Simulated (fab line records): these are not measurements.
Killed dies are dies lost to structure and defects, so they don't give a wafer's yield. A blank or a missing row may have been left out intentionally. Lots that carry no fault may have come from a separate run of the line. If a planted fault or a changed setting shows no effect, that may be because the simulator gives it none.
A struck lot beside a sound one ; flow sky130 ; 44 steps out of a route of 708
Sound: these wafers, L211.1, L211.2, L211.3. The struck wafers were L228.3, L228.4. At the end, the cause is stated.
Per side, at each step with rows, come the tool, then ch with its chambers, and then its first start. Under that, the readings that differ: sound wafers ; struck wafers ; difference of the means ; sigmas: that difference in standard deviations of wafers without a fault.
alike: a reading whose means differ by less than 2 such deviations, as well as words and numbers matching on both sides. not compared: withheld readings; readings where some wafer has no value; bounds like >300 that might hide an equal value; numbers whose values overlap and for which the record gives no deviation.
Wherever a step has rows on one side only, a row that says differs or no value, or a row with sigmas, the two part there. Non-overlapping numbers with no deviation appear without sigmas and do not part them. A reading missing from all wafers of one side parts the sides only when that side holds two or more wafers.

first, 3 steps without rows for these wafers: SKY_VIA3_CLEAN_18 (cleans in IPA, time 180 s); SKY_VIA3_CLEAN_19 (cleans in O3/DIW); SKY_VIA3_SPUTTER_20 (material TiN, target thk 20 nm, time 80 s).
SKY_VIA3_CVD_21: deposits W, target thk 390 nm, time 117.31 s.
  sound on cvd w-02 ch 0,1, day 40 09:28; struck on cvd w-01 ch 0,1, day 45 04:42
  alike: heater power w
SKY_VIA3_RS_MEAS_22: measurement is done with a four-point probe.
  sound on film metro-02, day 40 09:35; struck on film metro-01, day 45 04:50
  alike: VIA3_W_RS
SKY_VIA3_THK_MEAS_23: measures by xrf.
  sound on film metro-02, day 40 09:42; struck on film metro-01, day 45 04:56
  alike: VIA3_W_THK
SKY_VIA3_CMP_24: polishes, stops on SiO2, t overpolish 20 s, target thk 0 nm.
  sound on cmp-01 ch 1,2,3, day 40 09:46; struck on cmp-02 ch 1,3, day 45 04:58
  alike: motor current A, overpolish run s, slurry filter dp kPa, time to endpoint s
SKY_METAL4_SPUTTER_00: material Ti, target thk 15 nm, time 10 s.
  sound on pvd sputter-03, day 40 10:04; struck on pvd sputter-03, day 45 05:16
  alike: throttle valve pct
then, 4 steps without rows for these wafers: SKY_METAL4_SPUTTER_01 (material TiN, target thk 20 nm, time 16.7 s); SKY_METAL4_SPUTTER_02 (material AlCu, target thk 735 nm, time 39.1 s); SKY_METAL4_SPUTTER_03 (material Ti, target thk 5 nm, time 3.3 s); SKY_METAL4_SPUTTER_04 (material TiN, target thk 70 nm, time 58.3 s).
SKY_CAP2M_CVD_00: deposits SiO2, target thk 15.5 nm.
  sound on pecvd-01 ch 0,1,2, day 40 10:13; struck on pecvd-01 ch 1,2, day 45 05:25
reading;sound;struck;difference;sigmas
model.SiO2_of_CAP2M_CVD_00.thk nm (nm);15.37 15.13 15.3;25.12 25.74;+10.16;
  alike: heater power w
SKY_CAP2M_THK_MEAS_01:
  sound on film metro-01, day 40 10:14; struck on film metro-03, day 45 05:28
reading;sound;struck;difference;sigmas
CAP2M_CVD_00_THK (nm);15.34 15.13 15.30;25.11 25.75;+10.17;+44
SKY_CAP2M_SPUTTER_02: material TiN, target thk 200 nm, time 166.7 s.
  sound on pvd sputter-02, day 40 10:18; struck on pvd sputter-04, day 45 05:30
  alike: throttle valve pct
SKY_CAP2M_RS_MEAS_03: measurement is done with a four-point probe.
  sound on film metro-01, day 40 10:25; struck on film metro-01, day 45 05:39
  alike: CAP2M_TIN_RS
SKY_CAP2M_THK_MEAS_04: measures by xrf.
  sound on film metro-01, day 40 10:32; struck on film metro-01, day 45 05:45
  alike: CAP2M_TIN_THK
then, 7 steps without rows for these wafers: SKY_CAP2M_DEHYDRATE_05 (time 60 s); SKY_CAP2M_HMDS_06 (prime time 60 s); SKY_CAP2M_COAT_07 (resist thk 1140 nm); SKY_CAP2M_SOFTBAKE_08 (time 60 s); SKY_CAP2M_EXPOSE_09 (exposes mask CAP2M, target cd 1000 nm); SKY_CAP2M_PEB_10; SKY_CAP2M_DEVELOP_11 (develop time 60 s).
SKY_CAP2M_OVL_MEAS_12:
  sound on overlay-01, day 41 10:12; struck on overlay-02, day 46 02:34
  alike: CAP2M_OVL
then, 1 step without rows for these wafers: SKY_CAP2M_METAL_ETCH_13 (etches TiN in Cl2/BCl3, stops on SiO2, target depth 220 nm, time 62.9 s).
SKY_CAP2M_STRIP_14: strips in O2/N2.
  sound on plasma asher-01 ch 0,1, day 41 10:19; struck on plasma asher-01 ch 0,1, day 46 02:42
  alike: drypump motor current A, n2 flow sccm, oes product au, strip time to endpoint s
  not compared: rf hours counter h
then, 11 steps without rows for these wafers: SKY_CAP2M_STRIP_15 (strips in post etch residue remover, time 1200 s); SKY_CAP2M_CLEAN_16 (cleans in IPA, time 180 s); SKY_CAP2M_CLEAN_17 (cleans in O3/DIW); SKY_METAL4_DEHYDRATE_05 (time 60 s); SKY_METAL4_HMDS_06 (prime time 60 s); SKY_METAL4_COAT_07 (resist thk 60 nm); SKY_METAL4_COAT_08 (resist thk 1140 nm); SKY_METAL4_SOFTBAKE_09 (time 90 s); SKY_METAL4_EXPOSE_10 (exposes mask MM4, target cd 300 nm); SKY_METAL4_PEB_11; SKY_METAL4_DEVELOP_12 (develop time 60 s).
SKY_METAL4_CD_MEAS_13: the cd target is 300 nm.
  sound on cd sem-02, day 42 10:57; struck on cd sem-02, day 46 23:41
  alike: cd nm
SKY_METAL4_OVL_MEAS_14:
  sound on overlay-02, day 42 11:04; struck on overlay-01, day 46 23:47
  alike: METAL4_OVL
then, 2 steps without rows for these wafers: SKY_METAL4_DESCUM_15 (chemistry O2, time 8 s); SKY_METAL4_ETCH_16 (etches BARC in N2/H2, stops on SiO2, time 88.2 s, target depth 60 nm).
SKY_METAL4_ETCH_17: etches SiO2 in C4F8/O2/Ar, stops on TiN, time 3.9 s, target depth 15 nm.
  sound on rie diel-04 ch 0,1,2, day 42 11:14; struck on rie diel-02 ch 0,3, day 47 00:09
reading;sound;struck;difference;sigmas
oes product au (a.u.);0.741 0.742 0.751;0.983 0.987;+0.240;+39
model.etch.depth nm (nm);15.37 15.13 15.3;25.04 25.13;+9.82;
  not compared: rf hours counter h
-- the record jumps here: 3 days lie between the struck wafers' starts before and after (it left off in module METAL4 and takes up again in module PAD_OPEN, whose first step shown is number 708 of the route) --
SKY_PAD_OPEN_PROBE_99:
  sound on prober-01, day 46 08:50; struck on prober-02, day 50 08:31
reading;sound;struck;difference;sigmas
model.etest.tester.sort n pass;404 399 407;0 0;-403;
model.etest.tester.sort yield pct (%);82.11 81.1 82.72;0 0;-82;
model.etest.tester.sort_bin_3_pct (%);1.016 0.813 0.6098;47.46 66.81;+56.32;
model.etest.tester.sort_bin_5_pct (%);9.959 8.74 10.57;45.63 25.67;+25.89;
model.etest.res deep nwell.short;0 0 0;1 1;+1;
model.etest.nfet_16v.over limit;0 0 0;1 1;+1;
model.etest.res iso pwell.short;0 0 0;1 1;+1;
model.etest.li comb.over limit;0 0 0;1 1;+1;
  alike: defect limited yield, killed_at_M0_to_M3, killed_at_M4_up, killed at contacts, killed at front end, killed at other, killed dies, killed open, killed short

WHERE THEY PART
At SKY_CAP2M_THK_MEAS_01 first; at SKY_METAL4_ETCH_17 last (within this record only). Later steps at which nothing parts them and some readings are alike: SKY_PAD_OPEN_PROBE_99.

WHY: what had been put in by the simulator
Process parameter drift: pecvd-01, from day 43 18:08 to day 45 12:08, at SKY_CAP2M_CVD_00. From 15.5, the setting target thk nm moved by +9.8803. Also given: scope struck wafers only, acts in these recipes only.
